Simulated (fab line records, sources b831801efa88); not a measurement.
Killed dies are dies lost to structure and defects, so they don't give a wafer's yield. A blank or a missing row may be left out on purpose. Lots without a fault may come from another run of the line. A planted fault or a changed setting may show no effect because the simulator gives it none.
Which tool did it? | flow sky130 | 10 lots, 29 wafers sampled, at 5 steps of a route of 708

WHAT THE GAUGES READ, wafer by wafer
SKY_CAPM_RS_MEAS_03: measures by four-point-probe. Usual: CAPM_TIN_RS 6.95 ohm/sq, standard deviation 0.074.
lot  | measured     | on            | CAPM_TIN_RS (ohm/sq) | flag
L798 | day 37 18:07 | film_metro-04 | 6.90 6.93 6.96       |
L800 | day 38 02:22 | film_metro-02 | 6.95 6.88 6.87       |
L799 | day 38 05:50 | film_metro-02 | 6.95 6.84 6.92       |
L806 | day 41 23:50 | film_metro-01 | 6.91 6.78 6.95       |
L807 | day 42 00:31 | film_metro-01 | 7.43 7.40            | OFF
L808 | day 42 03:04 | film_metro-02 | 7.31 7.33 7.47       | OFF
L812 | day 42 10:22 | film_metro-04 | 6.97 6.94 6.88       |
L813 | day 42 15:20 | film_metro-02 | 7.13 7.05 7.07       |
L814 | day 42 15:35 | film_metro-01 | 6.98 7.01 7.00       |
L816 | day 43 06:56 | film_metro-04 | 7.02 7.05 7.07       |

SKY_CAPM_THK_MEAS_04: measures by xrf. Usual: CAPM_TIN_THK 199.5 nm, standard deviation 2.4.
lot  | measured     | on            | CAPM_TIN_THK (nm) | flag
L798 | day 37 18:14 | film_metro-04 | 199.8 199.7 198.3 |
L800 | day 38 02:29 | film_metro-02 | 199.8 201.2 200.6 |
L799 | day 38 05:58 | film_metro-02 | 198.7 202.6 200.2 |
L806 | day 41 23:58 | film_metro-01 | 201.7 204.8 199.5 |
L807 | day 42 00:37 | film_metro-01 | 188.0 188.7       | OFF
L808 | day 42 03:11 | film_metro-02 | 190.9 190.6 186.0 | OFF
L812 | day 42 10:29 | film_metro-04 | 198.6 199.3 201.3 |
L813 | day 42 15:26 | film_metro-02 | 194.2 196.8 195.3 |
L814 | day 42 15:42 | film_metro-01 | 200.2 199.6 199.0 |
L816 | day 43 07:01 | film_metro-04 | 196.6 195.8 195.2 |

WHICH TOOL RAN EACH LOT (tool, then ch and the chambers of the sampled wafers, then the start)
lot  | SKY_METAL2_DESCUM_17              | SKY_METAL3_SPUTTER_02        | SKY_CAPM_SPUTTER_02
L798 | rie_metal-03 ch 0,1, day 36 13:19 | pvd_sputter-02, day 37 17:48 | pvd_sputter-03, day 37 17:59
L800 | rie_metal-01 ch 0,1, day 36 20:37 | pvd_sputter-01, day 38 02:04 | pvd_sputter-04, day 38 02:16
L799 | rie_metal-04 ch 0,1, day 37 00:40 | pvd_sputter-02, day 38 05:32 | pvd_sputter-03, day 38 05:44
L806 | rie_metal-01 ch 0,1, day 40 20:16 | pvd_sputter-02, day 41 23:32 | pvd_sputter-03, day 41 23:44
L807 | rie_metal-04 ch 0, day 40 20:55   | pvd_sputter-04, day 42 00:11 | pvd_sputter-03, day 42 00:22
L808 | rie_metal-03 ch 0,1, day 41 00:25 | pvd_sputter-02, day 42 02:46 | pvd_sputter-03, day 42 02:57
L812 | rie_metal-01 ch 0, day 41 07:43   | pvd_sputter-01, day 42 10:04 | pvd_sputter-04, day 42 10:15
L813 | rie_metal-01 ch 0,1, day 41 12:54 | pvd_sputter-01, day 42 15:01 | pvd_sputter-04, day 42 15:13
L814 | rie_metal-03 ch 0,1, day 41 13:25 | pvd_sputter-01, day 42 15:17 | pvd_sputter-02, day 42 15:28
L816 | rie_metal-01 ch 0,1, day 42 04:49 | pvd_sputter-04, day 43 06:34 | pvd_sputter-02, day 43 06:46
- SKY_METAL2_DESCUM_17: chemistry O2, time 8 s.
- SKY_METAL3_SPUTTER_02: material AlCu, target thk 735 nm, time 39.1 s.
- SKY_CAPM_SPUTTER_02: material TiN, target thk 200 nm, time 166.7 s.

WHAT THE TOOLS THEMSELVES READ (means of the sampled wafers that have a number; where no wafer has one, the mark that the record gives instead)
SKY_METAL2_DESCUM_17. Usual: drypump_motor_current_A 5.99 A, standard deviation 0.3; oes_product_au 0.990 a.u., standard deviation 0.0077.
lot  | tool         | drypump_motor_current_A (A) | oes_product_au (a.u.) | flag
L798 | rie_metal-03 | 5.90                        | 0.989                 |
L800 | rie_metal-01 | 6.01                        | 0.987                 |
L799 | rie_metal-04 | 6.14                        | 0.985                 |
L806 | rie_metal-01 | 5.74                        | 0.997                 |
L807 | rie_metal-04 | 6.09                        | 0.990                 |
L808 | rie_metal-03 | 5.90                        | 0.997                 |
L812 | rie_metal-01 | 5.52                        | 0.997                 |
L813 | rie_metal-01 | 6.01                        | 1.000                 |
L814 | rie_metal-03 | 6.04                        | 0.994                 |
L816 | rie_metal-01 | 5.99                        | 0.987                 |

SKY_METAL3_SPUTTER_02. Usual: throttle_valve_pct 29.6 %, standard deviation 1.1.
lot  | tool           | throttle_valve_pct (%) | flag
L798 | pvd_sputter-02 | 30.1                   |
L800 | pvd_sputter-01 | 27.8                   |
L799 | pvd_sputter-02 | 29.6                   |
L806 | pvd_sputter-02 | 30.3                   |
L807 | pvd_sputter-04 | 29.5                   |
L808 | pvd_sputter-02 | 30.7                   |
L812 | pvd_sputter-01 | 28.7                   |
L813 | pvd_sputter-01 | 29.1                   |
L814 | pvd_sputter-01 | 28.4                   |
L816 | pvd_sputter-04 | 30.7                   |

SKY_CAPM_SPUTTER_02. Usual: throttle_valve_pct 29.8 %, standard deviation 0.88.
lot  | tool           | throttle_valve_pct (%) | flag
L798 | pvd_sputter-03 | 29.9                   |
L800 | pvd_sputter-04 | 30.1                   |
L799 | pvd_sputter-03 | 29.3                   |
L806 | pvd_sputter-03 | 29.4                   |
L807 | pvd_sputter-03 | 30.5                   |
L808 | pvd_sputter-03 | 29.9                   |
L812 | pvd_sputter-04 | 30.0                   |
L813 | pvd_sputter-04 | 29.5                   |
L814 | pvd_sputter-02 | 29.7                   |
L816 | pvd_sputter-02 | 29.8                   |

THE ANSWER, worked out from the rows above alone
Rule: a lot is off if the mean of its wafers that have a number lies more than 3 standard deviations from the usual mean. A lot without any number at a reading at which 4 lots or more have one is off too. The other lots that the step has rows for count as sound. The gauges are gone through in route order, then the tools' own readings, and for those a lot's mean is taken as printed above. The first step at which some lot is off is used, and at that step the reading that is off furthest; a lot without a number counts as furthest.
Off: L807, L808, at SKY_CAPM_RS_MEAS_03 (CAPM_TIN_RS).
A tool fits if, at a process step before that reading, it ran every lot that is off, and no sound lot after the first of them. The gauges at SKY_CAPM_RS_MEAS_03 are tried like those tools. One fits: pvd_sputter-03 at SKY_CAPM_SPUTTER_02. Its last sound lot is L806 (day 41 23:44), its first lot that is off L807 (day 42 00:22): a fault that began between those two fits.

WHAT THE SIMULATOR HAD PUT IN
Process parameter drift: pvd_sputter-03, from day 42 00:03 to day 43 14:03, at SKY_CAPM_SPUTTER_02. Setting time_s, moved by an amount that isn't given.
Lots struck among those shown: L807, L808. The rule above found the same.
